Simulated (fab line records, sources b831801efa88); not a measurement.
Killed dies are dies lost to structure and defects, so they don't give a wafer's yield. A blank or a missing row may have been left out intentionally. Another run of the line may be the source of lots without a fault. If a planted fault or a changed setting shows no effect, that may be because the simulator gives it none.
fab line records / flow sky130
record lots=11 wafers=33 lastDay=50
route steps=708 shown NWELL@81 VT_ADJUST_LVTN@101 VT_ADJUST_HVTR@138
lots that met no fault: taken from a fault-free run of the same line
startH: the number of hours between the record's first day and the start of the first shown wafer of the lot / waitH: hours elapsed since this lot's preceding step / " repeats the value in the row above / L1.1+2: a row that stands for several wafers / - no value, or no start was given / * or withheld: withheld / < > ~ a bound
route shown NAME@n: a module of which the file shows steps, and the number in the route of the first / usual: mean/standard deviation taken from wafers without a fault / same: alike in all rows / chamber/n: place in a boat / sites: each site's reading / _std_site: the standard deviation of these / _edge_site: mean of outer sites minus mean of inner sites / radiusMm: how far each site lies from the wafer's centre / mask NAME#n: copy n / behind: the most recent tool/chamber to have shaped the wafer / hold: the reason the lot was held/the length of the hold in hours/how it ended / device: which transistor (n, p or np) failed to switch / end of line: the tests these same wafers got at the end of their route / step lacking rows: just its recipe / killed: dies that structure and defects cost at the first sort, which is not the same as the wafer's yield / map: dies across one wafer; x = killed, . = not, _ = none there
set.NAME: the setting that was run; set.NAME@STEP: the one run at that earlier step / model.NAME: the simulator's own value behind a step, which no gauge read
steps of the route over a sample of lots; a table a step, a row a wafer
services: a tool's chamber out of use, with start hour (startH, from the record's first day; less than 0 if before it), hours out, and reason
## steps
# step SKY_NWELL_RTA_28
# recipe tempC=1050 timeS=30 idleTempC=650 rampUpCPerS=150 rampDownCPerS=90 ambient=N2
# usual chamberO2Ppm=2.000/0.022 lampPowerPct=25.31/0.062 wafer_temp_C_max=1054.9/0.98
# same timeS=30
lot.wafer=L657.1 tool=rtpAnneal-02 chamber=0 startH=105.21 waitH=0.0 chamberO2Ppm=2.013 lampPowerPct=25.29 wafer_temp_C_max=1054.3
lot.wafer=L657.5 tool=rtpAnneal-02 chamber=0 startH=105.21 waitH=0.0 chamberO2Ppm=2.001 lampPowerPct=25.40 wafer_temp_C_max=1055.2
lot.wafer=L657.6 tool=rtpAnneal-02 chamber=0 startH=105.21 waitH=0.0 chamberO2Ppm=2.033 lampPowerPct=25.27 wafer_temp_C_max=1055.2
lot.wafer=L658.1 tool=rtpAnneal-01 chamber=0 startH=112.31 waitH=0.0 chamberO2Ppm=2.006 lampPowerPct=25.26 wafer_temp_C_max=1053.9
lot.wafer=L658.5 tool=rtpAnneal-01 chamber=0 startH=112.31 waitH=0.0 chamberO2Ppm=2.021 lampPowerPct=25.34 wafer_temp_C_max=1055.8
lot.wafer=L658.6 tool=rtpAnneal-01 chamber=0 startH=112.31 waitH=0.0 chamberO2Ppm=1.986 lampPowerPct=25.32 wafer_temp_C_max=1053.5
lot.wafer=L659.3 tool=rtpAnneal-02 chamber=0 startH=116.50 waitH=0.0 chamberO2Ppm=1.957 lampPowerPct=25.33 wafer_temp_C_max=1056.2
lot.wafer=L659.4 tool=rtpAnneal-02 chamber=0 startH=116.50 waitH=0.0 chamberO2Ppm=2.014 lampPowerPct=25.35 wafer_temp_C_max=1057.2
lot.wafer=L659.5 tool=rtpAnneal-02 chamber=0 startH=116.50 waitH=0.0 chamberO2Ppm=1.974 lampPowerPct=25.28 wafer_temp_C_max=1054.3
lot.wafer=L660.3 tool=rtpAnneal-01 chamber=0 startH=119.36 waitH=0.0 chamberO2Ppm=1.993 lampPowerPct=25.24 wafer_temp_C_max=1056.3
lot.wafer=L660.4 tool=rtpAnneal-01 chamber=0 startH=119.36 waitH=0.0 chamberO2Ppm=1.987 lampPowerPct=25.30 wafer_temp_C_max=1054.6
lot.wafer=L660.6 tool=rtpAnneal-01 chamber=0 startH=119.36 waitH=0.0 chamberO2Ppm=1.993 lampPowerPct=25.25 wafer_temp_C_max=1056.2
lot.wafer=L661.1 tool=rtpAnneal-02 chamber=0 startH=123.81 waitH=0.0 chamberO2Ppm=1.957 lampPowerPct=25.33 wafer_temp_C_max=1053.7
lot.wafer=L661.2 tool=rtpAnneal-02 chamber=0 startH=123.81 waitH=0.0 chamberO2Ppm=1.976 lampPowerPct=25.43 wafer_temp_C_max=1054.6
lot.wafer=L661.3 tool=rtpAnneal-02 chamber=0 startH=123.81 waitH=0.0 chamberO2Ppm=2.006 lampPowerPct=25.25 wafer_temp_C_max=1057.8
lot.wafer=L670.2 tool=rtpAnneal-02 chamber=0 startH=195.37 waitH=0.0 chamberO2Ppm=2.029 lampPowerPct=25.29 wafer_temp_C_max=1055.4
lot.wafer=L670.5 tool=rtpAnneal-02 chamber=0 startH=195.37 waitH=0.0 chamberO2Ppm=2.040 lampPowerPct=25.40 wafer_temp_C_max=1054.2
lot.wafer=L670.6 tool=rtpAnneal-02 chamber=0 startH=195.37 waitH=0.0 chamberO2Ppm=2.048 lampPowerPct=25.28 wafer_temp_C_max=1054.3
lot.wafer=L669.1 tool=rtpAnneal-01 chamber=0 startH=196.87 waitH=0.0 chamberO2Ppm=2.021 lampPowerPct=25.35 wafer_temp_C_max=1054.9
lot.wafer=L669.3 tool=rtpAnneal-01 chamber=0 startH=196.87 waitH=0.0 chamberO2Ppm=1.999 lampPowerPct=25.27 wafer_temp_C_max=1056.6
lot.wafer=L669.5 tool=rtpAnneal-01 chamber=0 startH=196.87 waitH=0.0 chamberO2Ppm=2.006 lampPowerPct=25.24 wafer_temp_C_max=1054.0
lot.wafer=L671.2 tool=rtpAnneal-02 chamber=0 startH=197.83 waitH=0.0 chamberO2Ppm=2.030 lampPowerPct=25.20 wafer_temp_C_max=1054.7
lot.wafer=L671.3 tool=rtpAnneal-02 chamber=0 startH=197.83 waitH=0.0 chamberO2Ppm=2.015 lampPowerPct=25.32 wafer_temp_C_max=1054.6
lot.wafer=L671.6 tool=rtpAnneal-02 chamber=0 startH=197.83 waitH=0.0 chamberO2Ppm=1.990 lampPowerPct=25.40 wafer_temp_C_max=1055.9
lot.wafer=L674.2 tool=rtpAnneal-02 chamber=0 startH=210.35 waitH=0.0 chamberO2Ppm=2.023 lampPowerPct=25.29 wafer_temp_C_max=1056.8
lot.wafer=L674.4 tool=rtpAnneal-02 chamber=0 startH=210.35 waitH=0.0 chamberO2Ppm=1.980 lampPowerPct=25.34 wafer_temp_C_max=1054.6
lot.wafer=L674.5 tool=rtpAnneal-02 chamber=0 startH=210.35 waitH=0.0 chamberO2Ppm=1.962 lampPowerPct=25.26 wafer_temp_C_max=1053.9
lot.wafer=L678.1 tool=rtpAnneal-02 chamber=0 startH=233.83 waitH=0.0 chamberO2Ppm=2.026 lampPowerPct=25.36 wafer_temp_C_max=1054.1
lot.wafer=L678.2 tool=rtpAnneal-02 chamber=0 startH=233.83 waitH=0.0 chamberO2Ppm=1.988 lampPowerPct=25.26 wafer_temp_C_max=1056.2
lot.wafer=L678.3 tool=rtpAnneal-02 chamber=0 startH=233.83 waitH=0.0 chamberO2Ppm=2.002 lampPowerPct=25.25 wafer_temp_C_max=1055.5
lot.wafer=L679.1 tool=rtpAnneal-01 chamber=0 startH=239.51 waitH=0.0 chamberO2Ppm=2.002 lampPowerPct=25.25 wafer_temp_C_max=1056.7
lot.wafer=L679.2 tool=rtpAnneal-01 chamber=0 startH=239.51 waitH=0.0 chamberO2Ppm=1.956 lampPowerPct=25.30 wafer_temp_C_max=1055.8
lot.wafer=L679.5 tool=rtpAnneal-01 chamber=0 startH=239.51 waitH=0.0 chamberO2Ppm=1.986 lampPowerPct=25.47 wafer_temp_C_max=1055.1
# step SKY_VT_ADJUST_LVTN_EXPOSE_04
# recipe maskId=NWM_COMPLEMENT_LESS_NATIVE na=0.6 sourceShape=conventional sigmaOuter=0.6 polarization=unpolarized targetCdNm=840 doseMj=194
# usual focusOffsetNm=-0.1/0.5
# same na=0.6
lot.wafer=L657.1 tool=ilineStepper-01 chamber=0 startH=133.79 waitH=- mask=NWM_COMPLEMENT_LESS_NATIVE#0 focusOffsetNm=-0.4
lot.wafer=L657.5 tool=ilineStepper-01 chamber=0 startH=133.79 waitH=- mask=NWM_COMPLEMENT_LESS_NATIVE#0 focusOffsetNm=0.2
lot.wafer=L657.6 tool=ilineStepper-01 chamber=0 startH=133.79 waitH=- mask=NWM_COMPLEMENT_LESS_NATIVE#0 focusOffsetNm=-0.4
lot.wafer=L658.1 tool=ilineStepper-01 chamber=0 startH=139.40 waitH=- mask=NWM_COMPLEMENT_LESS_NATIVE#0 focusOffsetNm=-0.3
lot.wafer=L658.5 tool=ilineStepper-01 chamber=0 startH=139.40 waitH=- mask=NWM_COMPLEMENT_LESS_NATIVE#0 focusOffsetNm=-0.6
lot.wafer=L658.6 tool=ilineStepper-01 chamber=0 startH=139.40 waitH=- mask=NWM_COMPLEMENT_LESS_NATIVE#0 focusOffsetNm=0.0
lot.wafer=L659.3 tool=ilineStepper-02 chamber=0 startH=145.03 waitH=- mask=NWM_COMPLEMENT_LESS_NATIVE#0 focusOffsetNm=-0.3
lot.wafer=L659.4 tool=ilineStepper-02 chamber=0 startH=145.03 waitH=- mask=NWM_COMPLEMENT_LESS_NATIVE#0 focusOffsetNm=-0.2
lot.wafer=L659.5 tool=ilineStepper-02 chamber=0 startH=145.03 waitH=- mask=NWM_COMPLEMENT_LESS_NATIVE#0 focusOffsetNm=-0.8
lot.wafer=L660.3 tool=ilineStepper-02 chamber=0 startH=147.67 waitH=- mask=NWM_COMPLEMENT_LESS_NATIVE#0 focusOffsetNm=-0.2
lot.wafer=L660.4 tool=ilineStepper-02 chamber=0 startH=147.67 waitH=- mask=NWM_COMPLEMENT_LESS_NATIVE#0 focusOffsetNm=0.1
lot.wafer=L660.6 tool=ilineStepper-02 chamber=0 startH=147.67 waitH=- mask=NWM_COMPLEMENT_LESS_NATIVE#0 focusOffsetNm=0.6
lot.wafer=L661.1 tool=ilineStepper-01 chamber=0 startH=154.04 waitH=- mask=NWM_COMPLEMENT_LESS_NATIVE#0 focusOffsetNm=-1.0
lot.wafer=L661.2 tool=ilineStepper-01 chamber=0 startH=154.04 waitH=- mask=NWM_COMPLEMENT_LESS_NATIVE#0 focusOffsetNm=-1.1
lot.wafer=L661.3 tool=ilineStepper-01 chamber=0 startH=154.04 waitH=- mask=NWM_COMPLEMENT_LESS_NATIVE#0 focusOffsetNm=-0.5
lot.wafer=L670.2 tool=ilineStepper-02 chamber=0 startH=230.41 waitH=- mask=NWM_COMPLEMENT_LESS_NATIVE#0 focusOffsetNm=-0.5
lot.wafer=L670.5 tool=ilineStepper-02 chamber=0 startH=230.41 waitH=- mask=NWM_COMPLEMENT_LESS_NATIVE#0 focusOffsetNm=-1.0
lot.wafer=L670.6 tool=ilineStepper-02 chamber=0 startH=230.41 waitH=- mask=NWM_COMPLEMENT_LESS_NATIVE#0 focusOffsetNm=-0.6
lot.wafer=L669.1 tool=ilineStepper-01 chamber=0 startH=230.69 waitH=- mask=NWM_COMPLEMENT_LESS_NATIVE#0 focusOffsetNm=-0.2
lot.wafer=L669.3 tool=ilineStepper-01 chamber=0 startH=230.69 waitH=- mask=NWM_COMPLEMENT_LESS_NATIVE#0 focusOffsetNm=0.3
lot.wafer=L669.5 tool=ilineStepper-01 chamber=0 startH=230.69 waitH=- mask=NWM_COMPLEMENT_LESS_NATIVE#0 focusOffsetNm=-0.6
lot.wafer=L671.2 tool=ilineStepper-02 chamber=0 startH=232.16 waitH=- mask=NWM_COMPLEMENT_LESS_NATIVE#0 focusOffsetNm=-0.1
lot.wafer=L671.3 tool=ilineStepper-02 chamber=0 startH=232.16 waitH=- mask=NWM_COMPLEMENT_LESS_NATIVE#0 focusOffsetNm=-0.4
lot.wafer=L671.6 tool=ilineStepper-02 chamber=0 startH=232.16 waitH=- mask=NWM_COMPLEMENT_LESS_NATIVE#0 focusOffsetNm=-0.1
lot.wafer=L674.2 tool=ilineStepper-02 chamber=0 startH=245.04 waitH=- mask=NWM_COMPLEMENT_LESS_NATIVE#0 focusOffsetNm=0.1
lot.wafer=L674.4 tool=ilineStepper-02 chamber=0 startH=245.04 waitH=- mask=NWM_COMPLEMENT_LESS_NATIVE#0 focusOffsetNm=-0.5
lot.wafer=L674.5 tool=ilineStepper-02 chamber=0 startH=245.04 waitH=- mask=NWM_COMPLEMENT_LESS_NATIVE#0 focusOffsetNm=-0.6
lot.wafer=L678.1 tool=ilineStepper-02 chamber=0 startH=269.74 waitH=- mask=NWM_COMPLEMENT_LESS_NATIVE#0 focusOffsetNm=-0.8
lot.wafer=L678.2 tool=ilineStepper-02 chamber=0 startH=269.74 waitH=- mask=NWM_COMPLEMENT_LESS_NATIVE#0 focusOffsetNm=0.4
lot.wafer=L678.3 tool=ilineStepper-02 chamber=0 startH=269.74 waitH=- mask=NWM_COMPLEMENT_LESS_NATIVE#0 focusOffsetNm=0.3
lot.wafer=L679.1 tool=ilineStepper-02 chamber=0 startH=274.31 waitH=- mask=NWM_COMPLEMENT_LESS_NATIVE#0 focusOffsetNm=-0.4
lot.wafer=L679.2 tool=ilineStepper-02 chamber=0 startH=274.31 waitH=- mask=NWM_COMPLEMENT_LESS_NATIVE#0 focusOffsetNm=-0.3
lot.wafer=L679.5 tool=ilineStepper-02 chamber=0 startH=274.31 waitH=- mask=NWM_COMPLEMENT_LESS_NATIVE#0 focusOffsetNm=0.1
# step SKY_VT_ADJUST_LVTN_OVL_MEAS_07
# usual VT_ADJUST_LVTN_OVL=0.0/1.4
lot.wafer=L657.1 tool=overlay-01 chamber=- startH=142.26 waitH=- VT_ADJUST_LVTN_OVL[nm]=-1.2
lot.wafer=L657.5 tool=overlay-01 chamber=- startH=142.26 waitH=- VT_ADJUST_LVTN_OVL[nm]=0.2
lot.wafer=L657.6 tool=overlay-01 chamber=- startH=142.26 waitH=- VT_ADJUST_LVTN_OVL[nm]=1.2
lot.wafer=L658.1 tool=overlay-02 chamber=- startH=149.26 waitH=- VT_ADJUST_LVTN_OVL[nm]=-1.4
lot.wafer=L658.5 tool=overlay-02 chamber=- startH=149.26 waitH=- VT_ADJUST_LVTN_OVL[nm]=-1.7
lot.wafer=L658.6 tool=overlay-02 chamber=- startH=149.26 waitH=- VT_ADJUST_LVTN_OVL[nm]=-1.5
lot.wafer=L659.3 tool=overlay-02 chamber=- startH=155.23 waitH=- VT_ADJUST_LVTN_OVL[nm]=-1.4
lot.wafer=L659.4 tool=overlay-02 chamber=- startH=155.23 waitH=- VT_ADJUST_LVTN_OVL[nm]=1.5
lot.wafer=L659.5 tool=overlay-02 chamber=- startH=155.23 waitH=- VT_ADJUST_LVTN_OVL[nm]=-1.8
lot.wafer=L660.3 tool=overlay-02 chamber=- startH=157.78 waitH=- VT_ADJUST_LVTN_OVL[nm]=-3.0
lot.wafer=L660.4 tool=overlay-02 chamber=- startH=157.78 waitH=- VT_ADJUST_LVTN_OVL[nm]=-1.9
lot.wafer=L660.6 tool=overlay-02 chamber=- startH=157.78 waitH=- VT_ADJUST_LVTN_OVL[nm]=-1.3
lot.wafer=L661.1 tool=overlay-02 chamber=- startH=163.58 waitH=- VT_ADJUST_LVTN_OVL[nm]=0.4
lot.wafer=L661.2 tool=overlay-02 chamber=- startH=163.58 waitH=- VT_ADJUST_LVTN_OVL[nm]=1.1
lot.wafer=L661.3 tool=overlay-02 chamber=- startH=163.58 waitH=- VT_ADJUST_LVTN_OVL[nm]=-0.4
lot.wafer=L670.2 tool=overlay-02 chamber=- startH=242.27 waitH=- VT_ADJUST_LVTN_OVL[nm]=-1.7
lot.wafer=L670.5 tool=overlay-02 chamber=- startH=242.27 waitH=- VT_ADJUST_LVTN_OVL[nm]=-1.1
lot.wafer=L670.6 tool=overlay-02 chamber=- startH=242.27 waitH=- VT_ADJUST_LVTN_OVL[nm]=-1.5
lot.wafer=L669.1 tool=overlay-01 chamber=- startH=242.33 waitH=- VT_ADJUST_LVTN_OVL[nm]=5.4
lot.wafer=L669.3 tool=overlay-01 chamber=- startH=242.33 waitH=- VT_ADJUST_LVTN_OVL[nm]=5.2
lot.wafer=L669.5 tool=overlay-01 chamber=- startH=242.33 waitH=- VT_ADJUST_LVTN_OVL[nm]=3.3
lot.wafer=L671.2 tool=overlay-01 chamber=- startH=243.34 waitH=- VT_ADJUST_LVTN_OVL[nm]=2.9
lot.wafer=L671.3 tool=overlay-01 chamber=- startH=243.34 waitH=- VT_ADJUST_LVTN_OVL[nm]=1.2
lot.wafer=L671.6 tool=overlay-01 chamber=- startH=243.34 waitH=- VT_ADJUST_LVTN_OVL[nm]=2.6
lot.wafer=L674.2 tool=overlay-01 chamber=- startH=256.32 waitH=- VT_ADJUST_LVTN_OVL[nm]=-1.4
lot.wafer=L674.4 tool=overlay-01 chamber=- startH=256.32 waitH=- VT_ADJUST_LVTN_OVL[nm]=0.7
lot.wafer=L674.5 tool=overlay-01 chamber=- startH=256.32 waitH=- VT_ADJUST_LVTN_OVL[nm]=-0.4
lot.wafer=L678.1 tool=overlay-02 chamber=- startH=280.52 waitH=- VT_ADJUST_LVTN_OVL[nm]=0.1
lot.wafer=L678.2 tool=overlay-02 chamber=- startH=280.52 waitH=- VT_ADJUST_LVTN_OVL[nm]=-2.3
lot.wafer=L678.3 tool=overlay-02 chamber=- startH=280.52 waitH=- VT_ADJUST_LVTN_OVL[nm]=-1.0
lot.wafer=L679.1 tool=overlay-02 chamber=- startH=284.21 waitH=- VT_ADJUST_LVTN_OVL[nm]=0.1
lot.wafer=L679.2 tool=overlay-02 chamber=- startH=284.21 waitH=- VT_ADJUST_LVTN_OVL[nm]=-0.5
lot.wafer=L679.5 tool=overlay-02 chamber=- startH=284.21 waitH=- VT_ADJUST_LVTN_OVL[nm]=0.1
# step SKY_VT_ADJUST_LVTN_STRIP_20
# recipe chemistry=O2/N2 powerW=1400 pressureMtorr=1500 platenTempC=withheld o2FlowSccm=3000 n2FlowSccm=300 overashFraction=0.5
# usual drypumpMotorCurrentA=6.0/0.31 oesProductAu=0.715/0.0045 stripTimeToEndpointS=14.19/0.039
# same overashFraction=0.5
lot.wafer=L657.1 tool=plasmaAsher-03 chamber=0 startH=162.55 waitH=0.1 drypumpMotorCurrentA=6.4 oesProductAu=0.710 rfHoursCounterH=47 stripTimeToEndpointS=14.15
lot.wafer=L657.5 tool=plasmaAsher-03 chamber=1 startH=162.55 waitH=0.1 drypumpMotorCurrentA=6.0 oesProductAu=0.713 rfHoursCounterH=- stripTimeToEndpointS=14.13
lot.wafer=L657.6 tool=plasmaAsher-03 chamber=0 startH=162.55 waitH=0.1 drypumpMotorCurrentA=6.4 oesProductAu=0.718 rfHoursCounterH=- stripTimeToEndpointS=14.15
lot.wafer=L658.1 tool=plasmaAsher-02 chamber=1 startH=168.75 waitH=0.1 drypumpMotorCurrentA=5.6 oesProductAu=0.721 rfHoursCounterH=5 stripTimeToEndpointS=14.20
lot.wafer=L658.5 tool=plasmaAsher-02 chamber=0 startH=168.75 waitH=0.1 drypumpMotorCurrentA=5.9 oesProductAu=0.713 rfHoursCounterH=- stripTimeToEndpointS=14.24
lot.wafer=L658.6 tool=plasmaAsher-02 chamber=1 startH=168.75 waitH=0.1 drypumpMotorCurrentA=5.6 oesProductAu=0.718 rfHoursCounterH=- stripTimeToEndpointS=14.24
lot.wafer=L659.3 tool=plasmaAsher-02 chamber=0 startH=176.05 waitH=0.1 drypumpMotorCurrentA=5.8 oesProductAu=0.716 rfHoursCounterH=- stripTimeToEndpointS=14.21
lot.wafer=L659.4 tool=plasmaAsher-02 chamber=1 startH=176.05 waitH=0.1 drypumpMotorCurrentA=5.6 oesProductAu=0.718 rfHoursCounterH=- stripTimeToEndpointS=14.17
lot.wafer=L659.5 tool=plasmaAsher-02 chamber=0 startH=176.05 waitH=0.1 drypumpMotorCurrentA=5.8 oesProductAu=0.721 rfHoursCounterH=- stripTimeToEndpointS=14.22
lot.wafer=L660.3 tool=plasmaAsher-01 chamber=1 startH=178.33 waitH=0.1 drypumpMotorCurrentA=5.9 oesProductAu=0.707 rfHoursCounterH=- stripTimeToEndpointS=14.17
lot.wafer=L660.4 tool=plasmaAsher-01 chamber=0 startH=178.33 waitH=0.1 drypumpMotorCurrentA=6.4 oesProductAu=0.718 rfHoursCounterH=- stripTimeToEndpointS=14.21
lot.wafer=L660.6 tool=plasmaAsher-01 chamber=1 startH=178.33 waitH=0.1 drypumpMotorCurrentA=5.9 oesProductAu=0.715 rfHoursCounterH=- stripTimeToEndpointS=14.21
lot.wafer=L661.1 tool=plasmaAsher-01 chamber=0 startH=184.60 waitH=0.1 drypumpMotorCurrentA=6.4 oesProductAu=0.713 rfHoursCounterH=51 stripTimeToEndpointS=14.22
lot.wafer=L661.2 tool=plasmaAsher-01 chamber=1 startH=184.60 waitH=0.1 drypumpMotorCurrentA=5.9 oesProductAu=0.717 rfHoursCounterH=51 stripTimeToEndpointS=14.20
lot.wafer=L661.3 tool=plasmaAsher-01 chamber=1 startH=184.60 waitH=0.1 drypumpMotorCurrentA=5.9 oesProductAu=0.709 rfHoursCounterH=- stripTimeToEndpointS=14.20
lot.wafer=L670.2 tool=plasmaAsher-02 chamber=0 startH=265.95 waitH=0.1 drypumpMotorCurrentA=5.9 oesProductAu=0.715 rfHoursCounterH=15 stripTimeToEndpointS=14.17
lot.wafer=L670.5 tool=plasmaAsher-02 chamber=1 startH=265.95 waitH=0.1 drypumpMotorCurrentA=5.6 oesProductAu=0.715 rfHoursCounterH=- stripTimeToEndpointS=14.14
lot.wafer=L670.6 tool=plasmaAsher-02 chamber=0 startH=265.95 waitH=0.1 drypumpMotorCurrentA=5.9 oesProductAu=0.713 rfHoursCounterH=- stripTimeToEndpointS=14.15
lot.wafer=L669.1 tool=plasmaAsher-03 chamber=1 startH=266.17 waitH=0.1 drypumpMotorCurrentA=6.0 oesProductAu=0.710 rfHoursCounterH=58 stripTimeToEndpointS=14.19
lot.wafer=L669.3 tool=plasmaAsher-03 chamber=1 startH=266.17 waitH=0.1 drypumpMotorCurrentA=6.0 oesProductAu=0.701 rfHoursCounterH=- stripTimeToEndpointS=14.20
lot.wafer=L669.5 tool=plasmaAsher-03 chamber=0 startH=266.17 waitH=0.1 drypumpMotorCurrentA=6.5 oesProductAu=0.711 rfHoursCounterH=- stripTimeToEndpointS=14.17
lot.wafer=L671.2 tool=plasmaAsher-01 chamber=1 startH=267.35 waitH=0.1 drypumpMotorCurrentA=6.0 oesProductAu=0.725 rfHoursCounterH=59 stripTimeToEndpointS=14.19
lot.wafer=L671.3 tool=plasmaAsher-01 chamber=0 startH=267.35 waitH=0.1 drypumpMotorCurrentA=6.4 oesProductAu=0.716 rfHoursCounterH=- stripTimeToEndpointS=14.18
lot.wafer=L671.6 tool=plasmaAsher-01 chamber=1 startH=267.35 waitH=0.1 drypumpMotorCurrentA=5.9 oesProductAu=0.709 rfHoursCounterH=- stripTimeToEndpointS=14.22
lot.wafer=L674.2 tool=plasmaAsher-03 chamber=0 startH=279.80 waitH=0.1 drypumpMotorCurrentA=6.4 oesProductAu=0.715 rfHoursCounterH=59 stripTimeToEndpointS=14.26
lot.wafer=L674.4 tool=plasmaAsher-03 chamber=0 startH=279.80 waitH=0.1 drypumpMotorCurrentA=6.5 oesProductAu=0.715 rfHoursCounterH=- stripTimeToEndpointS=14.25
lot.wafer=L674.5 tool=plasmaAsher-03 chamber=1 startH=279.80 waitH=0.1 drypumpMotorCurrentA=6.0 oesProductAu=0.719 rfHoursCounterH=- stripTimeToEndpointS=14.21
lot.wafer=L678.1 tool=plasmaAsher-01 chamber=0 startH=299.22 waitH=0.1 drypumpMotorCurrentA=6.4 oesProductAu=0.706 rfHoursCounterH=62 stripTimeToEndpointS=14.21
lot.wafer=L678.2 tool=plasmaAsher-01 chamber=1 startH=299.22 waitH=0.1 drypumpMotorCurrentA=5.9 oesProductAu=0.715 rfHoursCounterH=62 stripTimeToEndpointS=14.14
lot.wafer=L678.3 tool=plasmaAsher-01 chamber=0 startH=299.22 waitH=0.1 drypumpMotorCurrentA=6.4 oesProductAu=0.711 rfHoursCounterH=- stripTimeToEndpointS=14.18
lot.wafer=L679.1 tool=plasmaAsher-02 chamber=1 startH=302.97 waitH=0.1 drypumpMotorCurrentA=5.6 oesProductAu=0.722 rfHoursCounterH=18 stripTimeToEndpointS=14.24
lot.wafer=L679.2 tool=plasmaAsher-02 chamber=0 startH=302.97 waitH=0.1 drypumpMotorCurrentA=5.8 oesProductAu=0.709 rfHoursCounterH=18 stripTimeToEndpointS=14.24
lot.wafer=L679.5 tool=plasmaAsher-02 chamber=0 startH=302.97 waitH=0.1 drypumpMotorCurrentA=5.8 oesProductAu=0.716 rfHoursCounterH=- stripTimeToEndpointS=14.26
# step SKY_VT_ADJUST_HVTR_CD_MEAS_07
# recipe targetCdNm=380
# usual cdNm=379.4/2
lot.wafer=L657.1 tool=cdSem-01 chamber=- startH=205.17 waitH=0.1 cdNm=382.2
lot.wafer=L657.5 tool=cdSem-01 chamber=- startH=205.17 waitH=0.1 cdNm=379.4
lot.wafer=L657.6 tool=cdSem-01 chamber=- startH=205.17 waitH=0.1 cdNm=381.7
lot.wafer=L658.1 tool=cdSem-01 chamber=- startH=211.57 waitH=0.1 cdNm=380.5
lot.wafer=L658.5 tool=cdSem-01 chamber=- startH=211.57 waitH=0.1 cdNm=378.3
lot.wafer=L658.6 tool=cdSem-01 chamber=- startH=211.57 waitH=0.1 cdNm=377.6
lot.wafer=L659.3 tool=cdSem-02 chamber=- startH=219.35 waitH=0.1 cdNm=380.6
lot.wafer=L659.4 tool=cdSem-02 chamber=- startH=219.35 waitH=0.1 cdNm=378.8
lot.wafer=L659.5 tool=cdSem-02 chamber=- startH=219.35 waitH=0.1 cdNm=379.8
lot.wafer=L660.3 tool=cdSem-02 chamber=- startH=221.47 waitH=0.1 cdNm=376.7
lot.wafer=L660.4 tool=cdSem-02 chamber=- startH=221.47 waitH=0.1 cdNm=378.5
lot.wafer=L660.6 tool=cdSem-02 chamber=- startH=221.47 waitH=0.1 cdNm=379.4
lot.wafer=L661.1 tool=cdSem-02 chamber=- startH=229.72 waitH=0.1 cdNm=377.8
lot.wafer=L661.2 tool=cdSem-02 chamber=- startH=229.72 waitH=0.1 cdNm=379.1
lot.wafer=L661.3 tool=cdSem-02 chamber=- startH=229.72 waitH=0.1 cdNm=379.4
lot.wafer=L670.2 tool=cdSem-02 chamber=- startH=305.24 waitH=0.1 cdNm=382.0
lot.wafer=L670.5 tool=cdSem-02 chamber=- startH=305.24 waitH=0.1 cdNm=381.0
lot.wafer=L670.6 tool=cdSem-02 chamber=- startH=305.24 waitH=0.1 cdNm=379.6
lot.wafer=L669.1 tool=cdSem-01 chamber=- startH=305.48 waitH=0.1 cdNm=380.5
lot.wafer=L669.3 tool=cdSem-01 chamber=- startH=305.48 waitH=0.1 cdNm=377.9
lot.wafer=L669.5 tool=cdSem-01 chamber=- startH=305.48 waitH=0.1 cdNm=377.7
lot.wafer=L671.2 tool=cdSem-01 chamber=- startH=305.98 waitH=0.1 cdNm=382.4
lot.wafer=L671.3 tool=cdSem-01 chamber=- startH=305.98 waitH=0.1 cdNm=386.2
lot.wafer=L671.6 tool=cdSem-01 chamber=- startH=305.98 waitH=0.1 cdNm=383.2
lot.wafer=L674.2 tool=cdSem-01 chamber=- startH=318.29 waitH=0.1 cdNm=375.5
lot.wafer=L674.4 tool=cdSem-01 chamber=- startH=318.29 waitH=0.1 cdNm=375.6
lot.wafer=L674.5 tool=cdSem-01 chamber=- startH=318.29 waitH=0.1 cdNm=376.6
lot.wafer=L678.1 tool=cdSem-01 chamber=- startH=345.47 waitH=0.1 cdNm=379.8
lot.wafer=L678.2 tool=cdSem-01 chamber=- startH=345.47 waitH=0.1 cdNm=376.9
lot.wafer=L678.3 tool=cdSem-01 chamber=- startH=345.47 waitH=0.1 cdNm=379.0
lot.wafer=L679.1 tool=cdSem-02 chamber=- startH=349.72 waitH=0.1 cdNm=376.5
lot.wafer=L679.2 tool=cdSem-02 chamber=- startH=349.72 waitH=0.1 cdNm=376.9
lot.wafer=L679.5 tool=cdSem-02 chamber=- startH=349.72 waitH=0.1 cdNm=378.1
## services
tool=ilineStepper-01 chamber=- startH=86.07 hours=1.7 kind=pm
tool=plasmaAsher-02 chamber=- startH=108.75 hours=9.0 kind=pm
tool=plasmaAsher-02 chamber=0 startH=108.75 hours=9.0 kind=ventCycle
tool=plasmaAsher-02 chamber=1 startH=108.75 hours=9.0 kind=ventCycle
tool=plasmaAsher-02 chamber=0 startH=117.75 hours=- kind=clean
tool=plasmaAsher-02 chamber=1 startH=117.75 hours=- kind=clean
tool=ilineStepper-02 chamber=- startH=145.11 hours=1.7 kind=pm
tool=ilineStepper-01 chamber=0 startH=151.41 hours=- kind=calibration
tool=rtpAnneal-02 chamber=- startH=154.38 hours=5.3 kind=pm
tool=rtpAnneal-02 chamber=- startH=159.74 hours=1.5 kind=pm
tool=plasmaAsher-01 chamber=- startH=167.51 hours=2.8 kind=pm
tool=ilineStepper-01 chamber=- startH=177.75 hours=1.1 kind=repair
tool=plasmaAsher-02 chamber=- startH=179.24 hours=2.8 kind=pm
tool=ilineStepper-02 chamber=- startH=241.20 hours=1.9 kind=repair
tool=ilineStepper-02 chamber=0 startH=252.74 hours=- kind=calibration
## key
firstSign step=SKY_VT_ADJUST_LVTN_OVL_MEAS_07 reading=VT_ADJUST_LVTN_OVL direction=up sigmas=3.3 usual=0.0 struck=4.6
effect none on later readings
metAt SKY_VT_ADJUST_LVTN_EXPOSE_04
struckLots L669
testerLeftOut L669
notActingAt SKY_NWELL_RTA_28,SKY_VT_ADJUST_LVTN_STRIP_20,SKY_VT_ADJUST_HVTR_CD_MEAS_07
onsetBetween 154.04 230.69
fault kind=scannerMatchingOverlay tool=ilineStepper-01 chamber=- onsetH=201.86 steps=SKY_VT_ADJUST_LVTN_EXPOSE_04 offset=3.3425
# testerLeftOut: of these lots the tester's yield and bins aren't shown, on N5 and GAA mostly nor the transistor test; their killed dies are dies lost to structure and defects alone, not to doping, threshold or leakage, so they don't give the yield
